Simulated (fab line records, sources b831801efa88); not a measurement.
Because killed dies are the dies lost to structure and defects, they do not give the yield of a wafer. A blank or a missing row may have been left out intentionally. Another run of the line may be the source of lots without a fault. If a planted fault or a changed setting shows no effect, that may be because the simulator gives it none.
8D (eight disciplines) problem report, filled in by code ; flow gf180mcu ; the parts of the form that need people (team, actions taken, sign-off) are left out

## 1. WHAT WENT WRONG
Wafers free of any fault read 598 nm (standard deviation 5.6) for V4_CVD_00_THK at GF_V4_THK_MEAS_01, against a mean of 474 nm on 6 wafers of 2 lots. Measured from the usual mean, that is -22 standard deviations.
First seen on wafer L198.1, day 25 04:40, on filmMetro-04. The record holds 36 wafers of 12 lots with a number at this step. The rule behind "out" and "out of limits": a value lying over 4 standard deviations away from the usual mean. The other wafers with a number count as sound.

## 2. WHAT IT IS AND WHAT IT IS NOT
question;is;is not
which readings at this step;V4_CVD_00_THK;-
which lots;L198, L199;L195, L196, L197, L208, L209, L210, L211, L213, L214, L215
which wafers of those lots;all that have a number;-
read on which gauges;filmMetro-01, filmMetro-04;filmMetro-02
when;from day 25 04:40;"up to then (9 sound wafers); but 21 sound wafers of L208, L209, L210, L211, L213, L214, L215 came after"

## 3. THE SUSPECTS, EACH WITH WHAT RULES IT OUT
Counting: any tool at a process step up to the reading is kept as a suspect provided that every lot that is out went through it and no sound lot did after the first of them.
- the gauge at GF_V4_THK_MEAS_01 has been ruled out. 2 gauges (filmMetro-01, filmMetro-04) read the wafers that are out.
- cmp-01 at GF_V3_CMP_04 (polishes SiO2): ruled out as a lasting fault. Following L198 (day 23 05:19), the first lot on it that is out, the sound lots L209, L210, L213, L214, L215 were run on it.
- hdpcvd-02 at GF_V4_CVD_00 (deposits SiO2, target thk 600 nm, time 100 s): ruled out as a lasting fault. Following L198 (day 25 04:36), the first lot on it that is out, the sound lots L209, L210, L211, L213, L214 were run on it.
Left after counting: nothing in the record.

## 4. THE CAUSE (what the simulator had put in)
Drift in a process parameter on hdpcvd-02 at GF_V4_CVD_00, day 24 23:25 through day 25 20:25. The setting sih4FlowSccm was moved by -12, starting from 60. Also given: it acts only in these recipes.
The count ruled it out by mistake, since the rule takes a fault to strike every lot its tool runs from the start of the fault on, and this one did not do so.

## 5. SEQUENCE OF EFFECTS, ordered by route
Each row: a reading whose mean over the struck wafers that have a number lies more than 3 standard deviations from the usual. Scope: only readings with a usual standard deviation given in the record; hours: median across lots of the time from each lot's start at the first step in this table that gives one to its start at this step; sigmas: change in usual standard deviations.
hours;step;reading;usual;on struck wafers;change;sigmas
0;GF_V4_CVD_00;sih4FlowSccm;60.01 sccm;48.02;-11.99;-60
0;GF_V4_THK_MEAS_01;V4_CVD_00_THK;598 nm;474;-124;-22
The process steps in it:
- GF_V4_CVD_00: deposits SiO2, target thk 600 nm, time 100 s.

## 6. WHAT WOULD HAVE CAUGHT IT SOONER
In this record the first reading out of limits at a measuring or inspecting step was taken at day 25 04:40, 5 hours after the fault began at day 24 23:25.
The tool's own readings at GF_V4_CVD_00 were out on every struck wafer that the step has a row for (sih4FlowSccm): an alarm limit on them would have fired on the first of those.
